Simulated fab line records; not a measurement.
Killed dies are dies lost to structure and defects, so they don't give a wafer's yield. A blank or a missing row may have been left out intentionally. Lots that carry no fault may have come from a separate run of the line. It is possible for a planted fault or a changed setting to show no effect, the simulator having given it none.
Which tool was responsible? + flow sky130 + 36 wafers from 12 lots sampled at 5 of the route's 708 steps

## WHAT THE GAUGES READ, wafer by wafer
SKY_NWELL_OVL_MEAS_10.
| lot  | measured     | on         | NWELL_00_OVL (nm) |
|------|--------------|------------|-------------------|
| L719 | day 4 13:47  | overlay-01 | 0.6 1.1 2.5       |
| L720 | day 4 21:52  | overlay-02 | -2.5 -1.6 -0.5    |
| L722 | day 5 10:05  | overlay-02 | 0.9 1.5 1.8       |
| L723 | day 5 12:30  | overlay-01 | -1.6 0.2 -1.3     |
| L724 | day 5 15:53  | overlay-02 | 1.2 0.8 -0.3      |
| L727 | day 6 10:10  | overlay-02 | 0.5 0.4 0.1       |
| L729 | day 7 00:17  | overlay-02 | 0.4 0.0 -0.2      |
| L730 | day 7 07:40  | overlay-01 | 2.1 2.9 1.4       |
| L737 | day 8 20:43  | overlay-02 | 2.8 2.7 2.9       |
| L738 | day 9 01:07  | overlay-02 | -0.5 -0.9 -0.9    |
| L740 | day 9 21:02  | overlay-02 | 0.3 1.7 0.1       |
| L742 | day 10 07:43 | overlay-02 | 2.8 2.7 4.0       |

SKY_NWELL_RS_MEAS_31: the measuring method here is four-point-probe.
| lot  | measured     | on            | PWDE_RS (ohm/sq) |
|------|--------------|---------------|------------------|
| L719 | day 5 08:01  | film-metro-01 | 5273 5281 5270   |
| L720 | day 5 16:06  | film-metro-01 | 5273 5266 5286   |
| L722 | day 6 04:52  | film-metro-04 | 5247 5248 5263   |
| L723 | day 6 07:27  | film-metro-02 | 5281 5291 5296   |
| L724 | day 6 10:35  | film-metro-01 | 5295 5292 5278   |
| L727 | day 7 07:13  | film-metro-02 | 5284 5290 5298   |
| L729 | day 7 20:34  | film-metro-01 | 5273 5275 5264   |
| L730 | day 8 04:55  | film-metro-01 | 5264 5268 5268   |
| L737 | day 9 18:09  | film-metro-01 | 5336 5341 5318   |
| L738 | day 9 22:51  | film-metro-01 | 5347 5340 5334   |
| L740 | day 10 20:32 | film-metro-01 | 5277 5266 5271   |
| L742 | day 11 07:23 | film-metro-02 | 5264 5254 5266   |

SKY_VT_ADJUST_LVTN_OVL_MEAS_07.
| lot  | measured     | on         | VT_ADJUST_LVTN_OVL (nm) |
|------|--------------|------------|-------------------------|
| L719 | day 6 20:50  | overlay-02 | -1.1 -1.4 0.2           |
| L720 | day 7 05:36  | overlay-01 | 0.8 0.5 -0.1            |
| L722 | day 7 19:41  | overlay-02 | 0.9 0.0 1.8             |
| L723 | day 7 23:14  | overlay-02 | 0.0 0.7 1.0             |
| L724 | day 8 02:35  | overlay-02 | -1.6 -0.6 0.1           |
| L727 | day 8 21:11  | overlay-02 | -2.4 -1.7 -0.3          |
| L729 | day 9 11:32  | overlay-02 | -1.4 -2.1 -0.9          |
| L730 | day 9 20:23  | overlay-02 | 0.7 -1.3 -1.0           |
| L737 | day 11 14:41 | overlay-02 | -0.1 -2.5 -1.0          |
| L738 | day 11 21:14 | overlay-01 | 0.6 -0.5 1.1            |
| L740 | day 12 20:14 | overlay-02 | 0.4 -0.8 -0.2           |
| L742 | day 13 06:41 | overlay-02 | -1.8 -0.5 -0.2          |

## WHAT TOOL EACH LOT RAN ON (gives the tool, then ch and the chambers of the sampled wafers, and finally the start)
| lot  | SKY_FIELD_ISO_CMP_27         | SKY_PWDE_IMPLANT_08            |
|------|------------------------------|--------------------------------|
| L719 | cmp-02 ch 0,1,2, day 2 11:20 | implanter-04 ch 0, day 3 20:37 |
| L720 | cmp-01 ch 1,2,3, day 2 17:05 | implanter-02 ch 0, day 4 04:21 |
| L722 | cmp-01 ch 0,1,2, day 3 05:26 | implanter-02 ch 0, day 4 16:24 |
| L723 | cmp-01 ch 0,2,3, day 3 07:25 | implanter-02 ch 0, day 4 18:53 |
| L724 | cmp-02 ch 0,1,2, day 3 10:38 | implanter-04 ch 0, day 4 22:30 |
| L727 | cmp-02 ch 0,1,3, day 4 02:25 | implanter-01 ch 0, day 5 17:00 |
| L729 | cmp-02 ch 0,2,3, day 4 16:29 | implanter-04 ch 0, day 6 05:25 |
| L730 | cmp-01 ch 0,1,2, day 4 20:24 | implanter-02 ch 0, day 6 11:19 |
| L737 | cmp-01 ch 0,1,3, day 6 07:00 | implanter-02 ch 0, day 8 01:04 |
| L738 | cmp-02 ch 0,2,3, day 6 13:08 | implanter-02 ch 0, day 8 06:32 |
| L740 | cmp-01 ch 1,2,3, day 7 06:17 | implanter-04 ch 0, day 9 00:19 |
| L742 | cmp-02 ch 1,3, day 7 13:13   | implanter-04 ch 0, day 9 09:19 |
- SKY_FIELD_ISO_CMP_27: polishes, stops on Si3N4, t overpolish 16 s, target thk 457.8 nm.
- SKY_PWDE_IMPLANT_08

## WHAT THE TOOLS THEMSELVES READ (means of the sampled wafers that have a number; where no wafer has one, the mark that the record gives instead)
SKY_FIELD_ISO_CMP_27.
| lot  | tool   | edge-zone-pressure-frac | head-pressure-psi (psi) | motor-current-A (A) | overpolish-run-s (s) | time-to-endpoint-s (s) |
|------|--------|-------------------------|-------------------------|---------------------|----------------------|------------------------|
| L719 | cmp-02 | 1.004                   | 4.006                   | 11.5                | 15.998               | 117                    |
| L720 | cmp-01 | 0.996                   | 4.003                   | 11.0                | 15.992               | 115                    |
| L722 | cmp-01 | 0.999                   | 4.005                   | 11.7                | 16.001               | 110                    |
| L723 | cmp-01 | 0.995                   | 4.001                   | 11.7                | 15.996               | 113                    |
| L724 | cmp-02 | 0.998                   | 3.999                   | 11.1                | 15.999               | 110                    |
| L727 | cmp-02 | 0.992                   | 3.996                   | 10.8                | 15.990               | 114                    |
| L729 | cmp-02 | 0.997                   | 4.002                   | 11.3                | 15.993               | 111                    |
| L730 | cmp-01 | 0.993                   | 3.995                   | 11.6                | 16.001               | 114                    |
| L737 | cmp-01 | 0.999                   | 3.991                   | 11.9                | 16.002               | 107                    |
| L738 | cmp-02 | 1.005                   | 4.009                   | 11.8                | 16.007               | 114                    |
| L740 | cmp-01 | 0.999                   | 3.995                   | 10.8                | 16.008               | 107                    |
| L742 | cmp-02 | 1.000                   | 3.993                   | 10.6                | 16.007               | 111                    |

SKY_PWDE_IMPLANT_08.
| lot  | tool         | beam-energy-keV | faraday-current-uA |
|------|--------------|-----------------|--------------------|
| L719 | implanter-04 | 149.99          | 19.8               |
| L720 | implanter-02 | 149.97          | 20.2               |
| L722 | implanter-02 | 149.98          | 20.3               |
| L723 | implanter-02 | 150.00          | 20.3               |
| L724 | implanter-04 | 150.02          | 19.9               |
| L727 | implanter-01 | 149.89          | 19.9               |
| L729 | implanter-04 | 150.00          | 20.3               |
| L730 | implanter-02 | 149.97          | 20.3               |
| L737 | implanter-02 | 150.03          | 20.3               |
| L738 | implanter-02 | 150.04          | 20.3               |
| L740 | implanter-04 | 150.01          | 20.2               |
| L742 | implanter-04 | 150.04          | 20.2               |

## THE ANSWER, worked out from the rows above alone
Rule: the lots themselves supply what counts as usual. Put in order of their means at a reading, lots are off if they are a third of the lots or fewer, leave a main group of 4 or more, and stand apart from it by a gap of 3 or more times the standard deviation of the main group's means; of several such gaps the widest counts. Not used: any main group whose means are identical at the precision the tables above print for the reading. Also off: a lot with no number at a reading for which 4 or more lots have one. All remaining lots with rows at the step are treated as sound. First the gauges in route order, then the tools' own readings, where a lot's mean is used as printed above. The first step at which some lot is off is used, and at that step the reading that is off furthest; a lot without a number counts as furthest.
Off: at SKY_NWELL_RS_MEAS_31 (PWDE_RS), L737, L738. For the main group the mean is 5274 ohm/sq and the standard deviation 12.
A tool fits if, at a process step before that reading, it ran every lot that is off, and no sound lot after the first of them. Those tools and the gauges at SKY_NWELL_RS_MEAS_31 are tried in the same way. One candidate fits, namely implanter-02 at SKY_PWDE_IMPLANT_08. Its last sound lot is L730 (day 6 11:19), its first lot that is off L737 (day 8 01:04): a fault that began between those two fits.

## WHAT WAS PUT IN BY THE SIMULATOR
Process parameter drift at SKY_PWDE_IMPLANT_08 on implanter-02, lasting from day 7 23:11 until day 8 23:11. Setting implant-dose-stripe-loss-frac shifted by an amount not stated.
Lots struck among those shown: L737, L738. Same finding as the rule above.
